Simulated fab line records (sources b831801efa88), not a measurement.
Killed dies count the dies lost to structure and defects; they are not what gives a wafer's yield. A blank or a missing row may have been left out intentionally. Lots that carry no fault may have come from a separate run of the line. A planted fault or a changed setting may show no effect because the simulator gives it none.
fab line records | flow gf180mcu
record lots=14 | wafers=42 | lastDay=34
route steps=602 shown MVPSD@84 HV_LDD@231 M1@319
lots that met no fault: taken from a fault-free run of the same line
startH: the number of hours between the record's first day and the start of the first shown wafer of the lot | waitH: hours elapsed since this lot's preceding step | " the same as in the row above | L1.1+2: several wafers, shown together as one row | - no value, or no start was given | * or withheld: withheld | < > ~ a bound
route shown NAME@n: a module of which the file shows steps, and the number in the route of the first | usual: average and standard deviation across the fault-free wafers | same: alike in all rows | chamber/n: place in a boat | sites: per-site readings | _std_site: standard deviation of those values | _edge_site: outer sites' mean less inner sites' | radiusMm: for every site, how far away it sits from the centre of the wafer | mask NAME#n: copy n | behind: the most recent tool/chamber to have shaped the wafer | hold: reason for holding the lot/hours on hold/outcome of the hold | device: the n, p or np transistor that did not switch | end of line: tests run on the same wafers once the route is complete | step lacking rows: just its recipe | killed: dies lost to structure and defects at the first sort, not the wafer's yield | map: the dies of a wafer, with x for killed, . for not killed, _ for no die there
set.NAME: setting as actually run; set.NAME@STEP: the setting as run at that earlier step | model.NAME: the simulator's own value behind a step, which no gauge read
steps of the route over a sample of lots; a table a step, a row a wafer
services: a tool's chamber out of use, with start hour (startH, from the record's first day; less than 0 if before it), hours out, and reason
## steps
# step GF_MVPSD_DEVELOP_06
# recipe wallAngleDeg=90 | developTimeS=60 | devTempC=23
# usual chillPlateTempC=23.00/0.11 | developTimeS=60/0
lot.wafer | tool          | chamber | startH | waitH | chillPlateTempC | developTimeS
L570.1    | lithoTrack-01 | 0       | 95     | -     | 23.01           | 60
L570.2    | "             | 0       | "      | "     | 23.00           | 60
L570.6    | "             | 0       | "      | "     | 22.97           | 60
L571.3    | lithoTrack-02 | 0       | 99     | -     | 23.23           | 60
L571.5    | "             | 0       | "      | "     | 23.21           | 60
L571.6    | "             | 0       | "      | "     | 23.11           | 60
L574.1    | lithoTrack-04 | -       | 120    | -     | -               | -
L574.3    | "             | -       | "      | "     | -               | -
L574.6    | "             | -       | "      | "     | -               | -
L575.1    | lithoTrack-02 | -       | 126    | -     | -               | -
L575.3    | "             | -       | 127    | -     | -               | -
L575.4    | "             | -       | "      | "     | -               | -
L582.3    | lithoTrack-02 | 0       | 171    | -     | 22.91           | 60
L582.5    | "             | 0       | "      | "     | 22.75           | 60
L582.6    | "             | 0       | "      | "     | 22.75           | 60
L583.1    | lithoTrack-04 | 0       | 177    | -     | 23.11           | 60
L583.3    | "             | 0       | "      | "     | 22.82           | 60
L583.4    | "             | 0       | "      | "     | 22.97           | 60
L585.2    | lithoTrack-01 | 0       | 192    | -     | 23.04           | 60
L585.3    | "             | 0       | "      | "     | 22.94           | 60
L585.5    | "             | 0       | "      | "     | 22.97           | 60
L586.2    | lithoTrack-02 | 0       | 193    | -     | 22.92           | 60
L586.3    | "             | 0       | "      | "     | 23.04           | 60
L586.5    | "             | 0       | "      | "     | 22.97           | 60
L587.2    | lithoTrack-04 | 0       | 198    | -     | 22.91           | 60
L587.4    | "             | 0       | "      | "     | 22.87           | 60
L587.5    | "             | 0       | "      | "     | 22.98           | 60
L588.2    | lithoTrack-02 | 0       | 203    | -     | 23.00           | 60
L588.3    | "             | 0       | "      | "     | 23.00           | 60
L588.6    | "             | 0       | "      | "     | 22.75           | 60
L589.1    | lithoTrack-04 | 0       | 208    | -     | 23.13           | 60
L589.3    | "             | 0       | "      | "     | 23.10           | 60
L589.4    | "             | 0       | "      | "     | 23.11           | 60
L590.1    | lithoTrack-02 | 0       | 221    | -     | 22.93           | 60
L590.4    | "             | 0       | "      | "     | 22.91           | 60
L590.5    | "             | 0       | "      | "     | 22.98           | 60
L591.1    | lithoTrack-04 | 0       | 223    | -     | 22.99           | 60
L591.4    | "             | 0       | "      | "     | 23.18           | 60
L591.6    | "             | 0       | "      | "     | 23.01           | 60
L592.2    | lithoTrack-04 | 0       | 228    | -     | 22.99           | 60
L592.4    | "             | 0       | "      | "     | 23.01           | 60
L592.5    | "             | 0       | "      | "     | 22.99           | 60
# step GF_HV_LDD_THK_MEAS_55
# recipe reads=SiO2_of_HV_LDD_CVD_54
# usual HV_LDD_CVD_54_THK=10.02/0.19
lot.wafer | tool         | chamber | startH | waitH | HV_LDD_CVD_54_THK[nm]
L570.1    | filmMetro-01 | -       | 271.65 | 0.0   | 9.79
L570.2    | "            | -       | "      | "     | 9.91
L570.6    | "            | -       | "      | "     | 9.78
L571.3    | filmMetro-01 | -       | 280.10 | 0.0   | 9.92
L571.5    | "            | -       | "      | "     | 9.83
L571.6    | "            | -       | "      | "     | 9.91
L574.1    | filmMetro-03 | -       | 304.29 | 0.0   | 9.85
L574.3    | "            | -       | "      | "     | 9.91
L574.6    | "            | -       | "      | "     | 9.78
L575.1    | filmMetro-03 | -       | 314.43 | 0.0   | 9.92
L575.3    | "            | -       | "      | "     | 10.01
L575.4    | "            | -       | "      | "     | 9.92
L582.3    | filmMetro-04 | -       | 378.24 | 0.0   | 10.21
L582.5    | "            | -       | "      | "     | 10.30
L582.6    | "            | -       | "      | "     | 10.18
L583.1    | filmMetro-04 | -       | 385.60 | 0.0   | 10.02
L583.3    | "            | -       | "      | "     | 10.12
L583.4    | "            | -       | "      | "     | 10.08
L585.2    | filmMetro-01 | -       | 406.15 | 0.0   | 9.93
L585.3    | "            | -       | "      | "     | 9.92
L585.5    | "            | -       | "      | "     | 9.79
L586.2    | filmMetro-04 | -       | 409.96 | 0.0   | 9.97
L586.3    | "            | -       | "      | "     | 10.05
L586.5    | "            | -       | "      | "     | 10.09
L587.2    | filmMetro-03 | -       | 409.96 | 0.0   | 9.97
L587.4    | "            | -       | "      | "     | 10.04
L587.5    | "            | -       | "      | "     | 10.22
L588.2    | filmMetro-04 | -       | 423.20 | 0.0   | 9.95
L588.3    | "            | -       | "      | "     | 10.02
L588.6    | "            | -       | "      | "     | 9.98
L589.1    | filmMetro-01 | -       | 425.57 | 0.0   | 10.05
L589.3    | "            | -       | "      | "     | 10.12
L589.4    | "            | -       | "      | "     | 10.06
L590.1    | filmMetro-04 | -       | 442.79 | 0.0   | 10.29
L590.4    | "            | -       | "      | "     | 10.44
L590.5    | "            | -       | "      | "     | 10.23
L591.1    | filmMetro-03 | -       | 444.34 | 0.0   | 10.11
L591.4    | "            | -       | "      | "     | 10.26
L591.6    | "            | -       | "      | "     | 10.10
L592.2    | filmMetro-04 | -       | 450.62 | 0.0   | 10.38
L592.4    | "            | -       | "      | "     | 10.38
L592.5    | "            | -       | "      | "     | 10.44
# step GF_M1_SPUTTER_04
# recipe material=TiN | targetThkNm=50 | powerW=6500 | timeS=41.7 | chamberPressurePa=0.4
# usual throttleValvePct=30.4/0.88
lot.wafer | tool          | chamber | startH | waitH | throttleValvePct
L570.1    | pvdSputter-02 | -       | 360.42 | 0.0   | 31.8
L570.2    | "             | -       | "      | "     | 31.2
L570.6    | "             | -       | "      | "     | 31.1
L571.3    | pvdSputter-02 | -       | 368.51 | 0.0   | 30.9
L571.5    | "             | -       | "      | "     | 31.1
L571.6    | "             | -       | "      | "     | 29.2
L574.1    | pvdSputter-02 | -       | 395.78 | 0.0   | 30.9
L574.3    | "             | -       | "      | "     | 29.5
L574.6    | "             | -       | "      | "     | 29.7
L575.1    | pvdSputter-02 | -       | 408.34 | 0.0   | 30.9
L575.3    | "             | -       | "      | "     | 29.4
L575.4    | "             | -       | "      | "     | 31.3
L582.3    | pvdSputter-03 | -       | 478.51 | 0.0   | 29.5
L582.5    | "             | -       | "      | "     | 29.5
L582.6    | "             | -       | "      | "     | 29.4
L583.1    | pvdSputter-02 | -       | 486.39 | 0.0   | 31.1
L583.3    | "             | -       | "      | "     | 29.6
L583.4    | "             | -       | "      | "     | 30.9
L585.2    | pvdSputter-02 | -       | 507.37 | 0.0   | 30.9
L585.3    | "             | -       | "      | "     | 30.8
L585.5    | "             | -       | "      | "     | 31.6
L586.2    | pvdSputter-04 | -       | 511.34 | 0.0   | 28.7
L586.3    | "             | -       | "      | "     | 30.9
L586.5    | "             | -       | "      | "     | 31.3
L587.2    | pvdSputter-03 | -       | 512.51 | 0.0   | 30.4
L587.4    | "             | -       | "      | "     | 29.5
L587.5    | "             | -       | "      | "     | 29.3
L588.2    | pvdSputter-02 | -       | 522.50 | 0.0   | 29.4
L588.3    | "             | -       | "      | "     | 31.0
L588.6    | "             | -       | "      | "     | 29.6
L589.1    | pvdSputter-03 | -       | 525.26 | 0.0   | 30.6
L589.3    | "             | -       | "      | "     | 29.5
L589.4    | "             | -       | "      | "     | 30.5
L590.1    | pvdSputter-02 | -       | 543.14 | 0.0   | 29.3
L590.4    | "             | -       | "      | "     | 31.3
L590.5    | "             | -       | "      | "     | 29.5
L591.1    | pvdSputter-03 | -       | 544.33 | 0.0   | 30.8
L591.4    | "             | -       | "      | "     | 30.0
L591.6    | "             | -       | "      | "     | 29.3
L592.2    | pvdSputter-02 | -       | 549.85 | 0.0   | 31.3
L592.4    | "             | -       | "      | "     | 30.8
L592.5    | "             | -       | "      | "     | 29.3
# step GF_M1_THK_MEAS_06
# recipe thkMeasGauge=xrf | reads=AlCu_of_M1_SPUTTER_02
# usual M1_ALCU_THK=458/5.5
lot.wafer | tool         | chamber | startH | waitH | M1_ALCU_THK[nm]
L570.1    | filmMetro-02 | -       | 360.58 | 0.1   | 458
L570.2    | "            | -       | "      | "     | 454
L570.6    | "            | -       | "      | "     | 453
L571.3    | filmMetro-03 | -       | 368.69 | 0.1   | 456
L571.5    | "            | -       | "      | "     | 452
L571.6    | "            | -       | "      | "     | 450
L574.1    | filmMetro-02 | -       | 395.94 | 0.1   | 462
L574.3    | "            | -       | "      | "     | 471
L574.6    | "            | -       | "      | "     | 463
L575.1    | filmMetro-02 | -       | 408.50 | 0.1   | 449
L575.3    | "            | -       | "      | "     | 455
L575.4    | "            | -       | "      | "     | 455
L582.3    | filmMetro-03 | -       | 478.69 | 0.1   | 463
L582.5    | "            | -       | "      | "     | 455
L582.6    | "            | -       | "      | "     | 458
L583.1    | filmMetro-04 | -       | 486.55 | 0.1   | 457
L583.3    | "            | -       | "      | "     | 449
L583.4    | "            | -       | "      | "     | 449
L585.2    | filmMetro-02 | -       | 507.54 | 0.1   | 462
L585.3    | "            | -       | "      | "     | 456
L585.5    | "            | -       | "      | "     | 460
L586.2    | filmMetro-03 | -       | 511.51 | 0.1   | 458
L586.3    | "            | -       | "      | "     | 452
L586.5    | "            | -       | "      | "     | 451
L587.2    | filmMetro-02 | -       | 512.68 | 0.1   | 450
L587.4    | "            | -       | "      | "     | 459
L587.5    | "            | -       | "      | "     | 458
L588.2    | filmMetro-04 | -       | 522.67 | 0.1   | 452
L588.3    | "            | -       | "      | "     | 456
L588.6    | "            | -       | "      | "     | 455
L589.1    | filmMetro-02 | -       | 525.42 | 0.1   | 453
L589.3    | "            | -       | "      | "     | 456
L589.4    | "            | -       | "      | "     | 453
L590.1    | filmMetro-03 | -       | 543.30 | 0.1   | 458
L590.4    | "            | -       | "      | "     | 461
L590.5    | "            | -       | "      | "     | 459
L591.1    | filmMetro-02 | -       | 544.49 | 0.1   | 466
L591.4    | "            | -       | "      | "     | 458
L591.6    | "            | -       | "      | "     | 464
L592.2    | filmMetro-04 | -       | 550.03 | 0.1   | 460
L592.4    | "            | -       | "      | "     | 454
L592.5    | "            | -       | "      | "     | 459
## services
tool          | chamber | startH | hours | kind
pvdSputter-02 | -       | 86.00  | 1.4   | repair
pvdSputter-04 | -       | 136.53 | 8.5   | repair
pvdSputter-04 | -       | 150.03 | 7.5   | repair
pvdSputter-04 | -       | 171.55 | 0.7   | repair
pvdSputter-04 | -       | 221.00 | 2.2   | repair
pvdSputter-02 | -       | 233.61 | 4.4   | repair
pvdSputter-04 | -       | 257.09 | 4.6   | repair
pvdSputter-04 | -       | 268.99 | 6.3   | repair
pvdSputter-04 | -       | 275.21 | 3.2   | repair
pvdSputter-04 | -       | 306.86 | 1.8   | repair
pvdSputter-03 | -       | 349.56 | 4.2   | repair
pvdSputter-02 | -       | 380.80 | 0.8   | repair
pvdSputter-04 | -       | 423.14 | 9.5   | repair
pvdSputter-02 | -       | 428.46 | 3.7   | repair
pvdSputter-04 | -       | 432.60 | 17.3  | repair
pvdSputter-02 | -       | 480.82 | 3.8   | repair
pvdSputter-02 | -       | 527.22 | 1.4   | repair
## key
firstSign step=GF_MVPSD_DEVELOP_06 | reading=toolRecord | direction=missing
effect none on later readings
metAt GF_MVPSD_DEVELOP_06
struckLots L574,L575
sortLeftOut L574.1,L574.3,L574.6,L575.1,L575.3,L575.4
testerLeftOut L574,L575
notActingAt GF_HV_LDD_THK_MEAS_55,GF_M1_SPUTTER_04,GF_M1_THK_MEAS_06
onsetBetween 99 120
fault kind=skippedStepWhole | tool=lithoTrack-02,lithoTrack-04 | chamber=- | onsetH=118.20 | steps=GF_MVPSD_DEVELOP_06 | scope=struckLotsOnly
# testerLeftOut: of these lots the tester's yield and bins aren't shown, on N5 and GAA mostly nor the transistor test; their killed dies are dies lost to structure and defects alone, not to doping, threshold or leakage, so they don't give the yield
# sortLeftOut: the simulated sort isn't trusted on such a fault, so these wafers' sort isn't shown, and their yield isn't known
